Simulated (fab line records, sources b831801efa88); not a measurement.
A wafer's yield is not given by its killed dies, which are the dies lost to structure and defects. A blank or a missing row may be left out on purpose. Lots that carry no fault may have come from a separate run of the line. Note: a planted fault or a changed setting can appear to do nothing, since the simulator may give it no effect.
fab line records | flow sky130
record lots=6 | wafers=18 | lastDay=50
route steps=708 shown VIA2@511 PAD_OPEN@708
lots that met no fault: from a run of the same line without faults
startH: start of the lot's first displayed wafer, in hours after the record's first day | waitH: time in hours since the lot's previous step | " repeats the value in the row above | L1.1+2: a row that stands for several wafers | - either no value or no given start | * or withheld: withheld | < > ~ a bound
route shown NAME@n: a module of which the file shows steps, and the number in the route of the first | usual: mean and standard deviation over wafers with no fault | same: alike in all rows | chamber/n: place in a boat | sites: per-site readings | _std_site: how widely they spread, as a standard deviation | _edge_site: outer sites' mean less inner sites' | radiusMm: how far each site lies from the wafer's centre | mask NAME#n: copy n | behind: tool/chamber where the wafer was last shaped | hold: why the lot was held/for how many hours/how that ended | device: transistor that didn't switch, given as n, p or np | end of line: at the end of the route, the tests of the same wafers | where a step has no rows: the recipe by itself | killed: the dies lost at the first sort to structure and to defects; this is not the yield of the wafer | map: per-die view of a wafer (x killed, . not killed, _ where there is no die)
set.NAME: the setting as run; set.NAME@STEP: as run at that earlier step | model.NAME: the simulator's own value behind a step, which no gauge read
lots seen at some steps along the route; tables by step, rows by wafer
services: from which hour (startH, from the record's first day; less than 0 if before it) a tool's chamber was out of use, for how many hours, and why
## steps
# step SKY_VIA2_DEHYDRATE_04
# recipe tempC=200 | timeS=60
# step SKY_VIA2_HMDS_05
# recipe primeTimeS=60 | primeTempC=120
# step SKY_VIA2_COAT_06
# recipe resist=BARC | tempC=withheld | timeS=withheld | spinRpm=3000 | resistThkNm=60
# step SKY_VIA2_COAT_07
# recipe resist=KrF-thick | spinRpm=3000 | resistThkNm=450
# step SKY_VIA2_SOFTBAKE_08
# recipe tempC=100 | timeS=90 | resist=KrF-thick
# step SKY_VIA2_EXPOSE_09
# recipe maskId=VIM2 | na=0.8 | sourceShape=annular | sigmaInner=0.55 | sigmaOuter=0.85 | targetCdNm=200 | doseMj=38
# step SKY_VIA2_PEB_10
# recipe pebTempC=withheld | pebTimeS=withheld | resist=KrF-thick
# step SKY_VIA2_DEVELOP_11
# recipe developTimeS=60 | resist=KrF-thick | devTempC=21
# step SKY_VIA2_CD_MEAS_12
# recipe targetCdNm=200
# usual cdNm=199.9/1.6
lot.wafer | tool     | chamber | startH  | waitH | cdNm
L684.2    | cdSem-01 | -       | 890.09  | -     | 200.1
L684.4    | "        | -       | "       | "     | 200.6
L684.5    | "        | -       | "       | "     | 200.4
L689.3    | cdSem-02 | -       | 919.23  | -     | 198.8
L689.5    | "        | -       | "       | "     | 199.3
L689.6    | "        | -       | "       | "     | 198.2
L690.1    | cdSem-02 | -       | 927.47  | -     | 201.4
L690.2    | "        | -       | "       | "     | 199.4
L690.6    | "        | -       | "       | "     | 201.1
L691.2    | cdSem-01 | -       | 930.26  | -     | 199.4
L691.5    | "        | -       | "       | "     | 200.3
L691.6    | "        | -       | "       | "     | 199.6
L695.1    | cdSem-01 | -       | 966.93  | -     | 200.9
L695.2    | "        | -       | "       | "     | 201.5
L695.6    | "        | -       | "       | "     | 201.6
L702.1    | cdSem-01 | -       | 1010.07 | -     | 201.2
L702.3    | "        | -       | "       | "     | 200.7
L702.6    | "        | -       | "       | "     | 203.2
# step SKY_VIA2_OVL_MEAS_13
# usual VIA2_OVL=-2/5.5
lot.wafer | tool       | chamber | startH  | waitH | VIA2_OVL[nm]
L684.2    | overlay-02 | -       | 890.20  | 0.1   | -4
L684.4    | "          | -       | "       | "     | 1
L684.5    | "          | -       | "       | "     | -3
L689.3    | overlay-02 | -       | 919.32  | 0.1   | 4
L689.5    | "          | -       | "       | "     | -1
L689.6    | "          | -       | "       | "     | 5
L690.1    | overlay-02 | -       | 927.59  | 0.1   | 5
L690.2    | "          | -       | "       | "     | 6
L690.6    | "          | -       | "       | "     | 3
L691.2    | overlay-01 | -       | 930.36  | 0.1   | 1
L691.5    | "          | -       | "       | "     | -11
L691.6    | "          | -       | "       | "     | 2
L695.1    | overlay-01 | -       | 967.05  | 0.1   | -4
L695.2    | "          | -       | "       | "     | 5
L695.6    | "          | -       | "       | "     | 2
L702.1    | overlay-02 | -       | 1010.19 | 0.1   | -4
L702.3    | "          | -       | "       | "     | 4
L702.6    | "          | -       | "       | "     | -10
# step SKY_VIA2_ETCH_14
# recipe chemistry=N2/H2 | target=BARC | ionEnergyEv=200 | sourceW=500 | biasW=100 | pressureMtorr=30 | n2FlowSccm=100 | h2FlowSccm=200 | stopOn=SiO2 | timeS=45.9 | targetDepthA=600
# usual drypumpMotorCurrentA=5.7/0.54 | oesProductAu=0.855/0.0045 | throttleValvePct=13.224/0.0089
lot.wafer | tool       | chamber | startH  | waitH | drypumpMotorCurrentA | oesProductAu | rfHoursCounterH | throttleValvePct
L684.2    | rieDiel-02 | 2       | 890.23  | 0.0   | 6.2                  | 0.856        | 15              | 13.229
L684.4    | "          | 0       | "       | "     | 5.8                  | 0.857        | 6               | 13.220
L684.5    | "          | 1       | "       | "     | 4.7                  | 0.857        | -               | 13.232
L689.3    | rieDiel-01 | 0       | 919.34  | 0.0   | 6.4                  | 0.855        | 17              | 13.239
L689.5    | "          | 2       | "       | "     | 5.6                  | 0.867        | -               | 13.220
L689.6    | "          | 3       | "       | "     | 5.4                  | 0.851        | -               | 13.209
L690.1    | rieDiel-04 | 2       | 927.63  | 0.0   | 5.6                  | 0.848        | 24              | 13.235
L690.2    | "          | 3       | "       | "     | 5.0                  | 0.849        | 8               | 13.213
L690.6    | "          | 2       | "       | "     | 5.6                  | 0.860        | -               | 13.232
L691.2    | rieDiel-02 | 0       | 930.39  | 0.0   | 5.8                  | 0.855        | 7               | 13.242
L691.5    | "          | 0       | "       | "     | 5.8                  | 0.851        | -               | 13.224
L691.6    | "          | 1       | "       | "     | 4.7                  | 0.854        | -               | 13.212
L695.1    | rieDiel-02 | 2       | 967.08  | 0.0   | 6.2                  | 0.848        | 18              | 13.222
L695.2    | "          | 3       | "       | "     | 5.9                  | 0.857        | 19              | 13.219
L695.6    | "          | 3       | "       | "     | 5.9                  | 0.851        | -               | 13.214
L702.1    | rieDiel-02 | 3       | 1010.23 | 0.0   | 5.9                  | 0.859        | 21              | 13.225
L702.3    | "          | 0       | "       | "     | 5.8                  | 0.853        | 10              | 13.226
L702.6    | "          | 1       | "       | "     | 4.7                  | 0.852        | -               | 13.222
# step SKY_VIA2_ETCH_15
# recipe target=SiO2 | chemistry=C4F8/O2/Ar | targetDepthNm=546 | stopOn=TiN | maskMaterial=KrF-thick | sourceW=1500 | biasW=1200 | pressureMtorr=40 | c4f8FlowSccm=withheld | O2_flow_sccm=6 | Ar_flow_sccm=300 | timeS=84
# usual oesProductAu=0.939/0.0048
lot.wafer | tool       | chamber | startH  | waitH | oesProductAu | rfHoursCounterH
L684.2    | rieDiel-02 | 2       | 890.27  | 0.0   | 0.937        | 15
L684.4    | "          | 0       | "       | "     | 0.937        | 6
L684.5    | "          | 1       | "       | "     | 0.931        | -
L689.3    | rieDiel-01 | 0       | 919.38  | 0.0   | 0.940        | 17
L689.5    | "          | 2       | "       | "     | 0.938        | -
L689.6    | "          | 3       | "       | "     | 0.937        | -
L690.1    | rieDiel-04 | 2       | 927.67  | 0.0   | 0.936        | 24
L690.2    | "          | 3       | "       | "     | 0.936        | 8
L690.6    | "          | 2       | "       | "     | 0.942        | -
L691.2    | rieDiel-02 | 0       | 930.43  | 0.0   | 0.940        | 7
L691.5    | "          | 0       | "       | "     | 0.935        | -
L691.6    | "          | 1       | "       | "     | 0.932        | -
L695.1    | rieDiel-02 | 2       | 967.12  | 0.0   | 0.938        | 18
L695.2    | "          | 3       | "       | "     | 0.934        | 20
L695.6    | "          | 3       | "       | "     | 0.942        | -
L702.1    | rieDiel-02 | 3       | 1010.27 | 0.0   | 0.944        | 21
L702.3    | "          | 0       | "       | "     | 0.944        | 10
L702.6    | "          | 1       | "       | "     | 0.941        | -
# step SKY_VIA2_STRIP_16
# recipe chemistry=O2/N2 | powerW=1400 | pressureMtorr=1500 | platenTempC=withheld | o2FlowSccm=3000 | n2FlowSccm=300 | overashFraction=0.5
# usual chamberPressureMTorr=1500.0/1.4 | drypumpMotorCurrentA=5.55/0.13 | oesProductAu=0.399/0.0045 | stripTimeToEndpointS=4.076/0.026
lot.wafer | tool           | chamber | startH  | waitH | chamberPressureMTorr | drypumpMotorCurrentA | oesProductAu | rfHoursCounterH | stripTimeToEndpointS | model.KrF-thick_of_VIA2_COAT_07.thkNm
L684.2    | plasmaAsher-04 | 1       | 890.33  | 0.0   | 1501.5               | 5.41                 | 0.409        | 77              | 4.028                | 0
L684.4    | "              | 0       | "       | "     | 1499.3               | 5.68                 | 0.393        | -               | 4.071                | 0
L684.5    | "              | 0       | "       | "     | 1501.2               | 5.70                 | 0.400        | -               | 4.037                | 0
L689.3    | plasmaAsher-03 | 1       | 919.48  | 0.1   | -                    | -                    | -            | -               | -                    | 281.4
L689.5    | "              | 1       | "       | "     | -                    | -                    | -            | -               | -                    | 284.5
L689.6    | "              | 0       | "       | "     | -                    | -                    | -            | -               | -                    | 284.9
L690.1    | plasmaAsher-02 | 1       | 927.73  | 0.0   | -                    | -                    | -            | -               | -                    | 286.2
L690.2    | "              | 0       | "       | "     | -                    | -                    | -            | -               | -                    | 285.2
L690.6    | "              | 1       | "       | "     | -                    | -                    | -            | -               | -                    | 284.7
L691.2    | plasmaAsher-04 | 0       | 930.50  | 0.0   | 1499.0               | 5.68                 | 0.407        | 80              | 4.125                | 0
L691.5    | "              | 0       | "       | "     | 1501.2               | 5.70                 | 0.398        | -               | 4.154                | 0
L691.6    | "              | 1       | "       | "     | 1496.1               | 5.41                 | 0.403        | -               | 4.058                | 0
L695.1    | plasmaAsher-04 | 1       | 967.19  | 0.0   | 1499.8               | 5.43                 | 0.407        | 84              | 4.085                | 0
L695.2    | "              | 0       | "       | "     | 1503.5               | 5.67                 | 0.391        | 84              | 4.060                | 0
L695.6    | "              | 0       | "       | "     | 1500.6               | 5.66                 | 0.396        | -               | 4.045                | 0
L702.1    | plasmaAsher-02 | 0       | 1010.33 | 0.0   | 1499.6               | 5.37                 | 0.400        | 120             | 4.090                | 0
L702.3    | "              | 0       | "       | "     | 1499.9               | 5.36                 | 0.402        | -               | 4.149                | 0
L702.6    | "              | 1       | "       | "     | 1502.4               | 5.61                 | 0.400        | -               | 4.041                | 0
# step SKY_VIA2_STRIP_17
# recipe chemistry=postEtchResidueRemover | timeS=1200 | tempC=72.5
# step SKY_PAD_OPEN_PROBE_99
# usual defectLimitedYield=81.9/2 | killed_at_M0_to_M3=43/6.5 | killed_at_M4_up=3.2/1.8 | killedAtContacts=26/5.2 | killedAtFrontEnd=16/4.8 | killedAtOther=0.3/0.6 | killedDies=89/9.6 | killedOnRim=17/3.7 | killedOpen=48/7.1 | killedShort=40/6.4 | sort_bin_3_pad_short=0.9/0.37 | sort_bin_5_function=10.7/1.4 | sort_bin_6_memory=6.5/1.2 | sortNPass=403/9.6 | sortYieldPct=81.9/2
# same grossDies=492 | killedAtBackSide=0 | sort_bin_4_leakage[%]=0 | sort_bin_8_speed[%]=0
lot.wafer | tool      | chamber | startH  | waitH | defectLimitedYield[%] | killed_at_M0_to_M3 | killed_at_M4_up | killedAtContacts | killedAtFrontEnd | killedAtOther | killedDies | killedOnRim | killedOpen | killedShort | sort_bin_3_pad_short[%] | sort_bin_5_function[%] | sort_bin_6_memory[%] | sortNPass | sortYieldPct[%]
L689.3    | prober-01 | -       | 1134.54 | 0.2   | 0                     | 446                | 10              | 21               | 15               | 0             | 492        | 96          | 51         | 39          | 0.8                     | 93.3                   | 5.9                  | 0         | 0
L689.5    | prober-01 | -       | 1134.64 | 0.2   | 0                     | 457                | 4               | 18               | 12               | 1             | 492        | 96          | 48         | 37          | 0.6                     | 94.3                   | 5.1                  | 0         | 0
L689.6    | prober-01 | -       | 1134.69 | 0.2   | 0                     | 444                | 3               | 26               | 18               | 1             | 492        | 96          | 41         | 37          | 0.6                     | 93.7                   | 5.7                  | 0         | 0
L690.1    | prober-02 | -       | 1138.91 | 0.1   | 0                     | 440                | 4               | 28               | 19               | 1             | 492        | 96          | 51         | 38          | 1.0                     | 92.3                   | 6.7                  | 0         | 0
L690.2    | prober-02 | -       | 1138.96 | 0.1   | 0                     | 435                | 2               | 33               | 22               | 0             | 492        | 96          | 55         | 46          | 0.6                     | 91.3                   | 8.1                  | 0         | 0
L690.6    | prober-02 | -       | 1139.16 | 0.2   | 0                     | 441                | 7               | 28               | 16               | 0             | 492        | 96          | 55         | 46          | 1.2                     | 90.4                   | 8.3                  | 0         | 0
# killed by level:class
L689.3 VIA2:areaSputter=402 VIA2:geometricParticle:open=11 VIA1:geometricParticle:open=9 METAL4:geometricParticle:short=7 LI_CONTACT:geometricParticle:open=5 LOCAL_INTERCONNECT:geometricParticle:short=5 CONTACT:geometricParticle:open=5 FIELD_ISO:geometricParticle:open=4
L689.5 VIA2:areaSputter=407 CONTACT:geometricParticle:open=10 VIA1:geometricParticle:open=9 VIA3:geometricParticle:open=7 VIA3:geometricParticle:short=6 METAL2:geometricParticle:short=5 METAL1:geometricParticle:short=5 VIA1:geometricParticle:short=5
L689.6 VIA2:areaSputter=414 CONTACT:geometricParticle:open=8 LI_CONTACT:geometricParticle:open=7 VIA2:geometricParticle:open=7 POLY_GATE:geometricParticle:open=5 CONTACT:geometricParticle:short=5 METAL1:geometricParticle:short=4 LI_CONTACT:geometricParticle:short=4
L690.1 VIA2:areaSputter=403 VIA1:geometricParticle:open=12 CONTACT:geometricParticle:open=11 FIELD_ISO:geometricParticle:short=8 VIA3:geometricParticle:open=6 FIELD_ISO:geometricParticle:open=5 LI_CONTACT:geometricParticle:open=5 LI_CONTACT:geometricParticle:short=4
L690.2 VIA2:areaSputter=390 CONTACT:geometricParticle:open=14 VIA1:geometricParticle:open=10 METAL2:geometricParticle:short=10 CONTACT:geometricParticle:short=8 FIELD_ISO:geometricParticle:open=7 LI_CONTACT:geometricParticle:open=6 VIA2:geometricParticle:short=6
L690.6 VIA2:areaSputter=391 LI_CONTACT:geometricParticle:open=11 VIA1:geometricParticle:open=9 FIELD_ISO:geometricParticle:short=7 CONTACT:geometricParticle:short=7 METAL4:geometricParticle:short=7 VIA2:geometricParticle:open=7 VIA3:geometricParticle:open=7
# map L689.3 (x killed, . not)
__________xxxxxxxxxx_________
________xxxxxxxxxxxxxx_______
______xxxxxxxxxxxxxxxxxx_____
_____xxxxxxxxxxxxxxxxxxxx____
____xxxxxxxxxxxxxxxxxxxxxx___
___xxxxxxxxxxxxxxxxxxxxxxxx__
__xxxxxxxxxxxxxxxxxxxxxxxxxx_
_xxxxxxxxxxxxxxxxxxxxxxxxxxxx
_xxxxxxxxxxxxxxxxxxxxxxxxxxxx
_xxxxxxxxxxxxxxxxxxxxxxxxxxxx
_xxxxxxxxxxxxxxxxxxxxxxxxxxxx
_xxxxxxxxxxxxxxxxxxxxxxxxxxxx
_xxxxxxxxxxxxxxxxxxxxxxxxxxxx
_xxxxxxxxxxxxxxxxxxxxxxxxxxxx
_xxxxxxxxxxxxxxxxxxxxxxxxxxxx
__xxxxxxxxxxxxxxxxxxxxxxxxxx_
___xxxxxxxxxxxxxxxxxxxxxxxx__
____xxxxxxxxxxxxxxxxxxxxxx___
_____xxxxxxxxxxxxxxxxxxxx____
______xxxxxxxxxxxxxxxxxx_____
________xxxxxxxxxxxxxx_______
__________xxxxxxxxxx_________
# map L690.1 (x killed, . not)
__________xxxxxxxxxx_________
________xxxxxxxxxxxxxx_______
______xxxxxxxxxxxxxxxxxx_____
_____xxxxxxxxxxxxxxxxxxxx____
____xxxxxxxxxxxxxxxxxxxxxx___
___xxxxxxxxxxxxxxxxxxxxxxxx__
__xxxxxxxxxxxxxxxxxxxxxxxxxx_
_xxxxxxxxxxxxxxxxxxxxxxxxxxxx
_xxxxxxxxxxxxxxxxxxxxxxxxxxxx
_xxxxxxxxxxxxxxxxxxxxxxxxxxxx
_xxxxxxxxxxxxxxxxxxxxxxxxxxxx
_xxxxxxxxxxxxxxxxxxxxxxxxxxxx
_xxxxxxxxxxxxxxxxxxxxxxxxxxxx
_xxxxxxxxxxxxxxxxxxxxxxxxxxxx
_xxxxxxxxxxxxxxxxxxxxxxxxxxxx
__xxxxxxxxxxxxxxxxxxxxxxxxxx_
___xxxxxxxxxxxxxxxxxxxxxxxx__
____xxxxxxxxxxxxxxxxxxxxxx___
_____xxxxxxxxxxxxxxxxxxxx____
______xxxxxxxxxxxxxxxxxx_____
________xxxxxxxxxxxxxx_______
__________xxxxxxxxxx_________
## services
tool           | chamber | startH | hours | kind
plasmaAsher-04 | -       | 901.04 | 14.6  | pm
rieDiel-02     | -       | 922.94 | 0.5   | repair
plasmaAsher-03 | -       | 930.47 | 0.9   | repair
plasmaAsher-03 | -       | 956.29 | 2.8   | pm
rieDiel-02     | 1       | 969.98 | 3.9   | repair
rieDiel-01     | 2       | 976.43 | 15.6  | repair
## key
firstSign step=SKY_VIA2_STRIP_16 | reading=toolRecord | direction=missing
effect step=SKY_PAD_OPEN_PROBE_99 | reading=killed_at_M0_to_M3 | direction=up | sigmas=61 | usual=43 | struck=444
modelEffect step=SKY_VIA2_STRIP_16 | value=KrF-thick_of_VIA2_COAT_07.thkNm | without=0 | struck=284.5
moreKillsBornAt SKY_VIA2_SPUTTER_20@pvdSputter-03=1223 | SKY_VIA2_SPUTTER_20@pvdSputter-01=1184
metAt SKY_VIA2_STRIP_16
struckWafers L689.3,L689.5,L689.6,L690.1,L690.2,L690.6
laterRowsLeftOut L689.3,L689.5,L689.6,L690.1,L690.2,L690.6
fault kind=skippedStepWhole | tool=plasmaAsher-02,plasmaAsher-03 | chamber=- | onsetH=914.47 | steps=SKY_VIA2_STRIP_16 | scope=struckLotsOnly
# laterRowsLeftOut: the simulator's readings of these wafers behind a module that went badly wrong aren't trusted and aren't shown, but for the sort
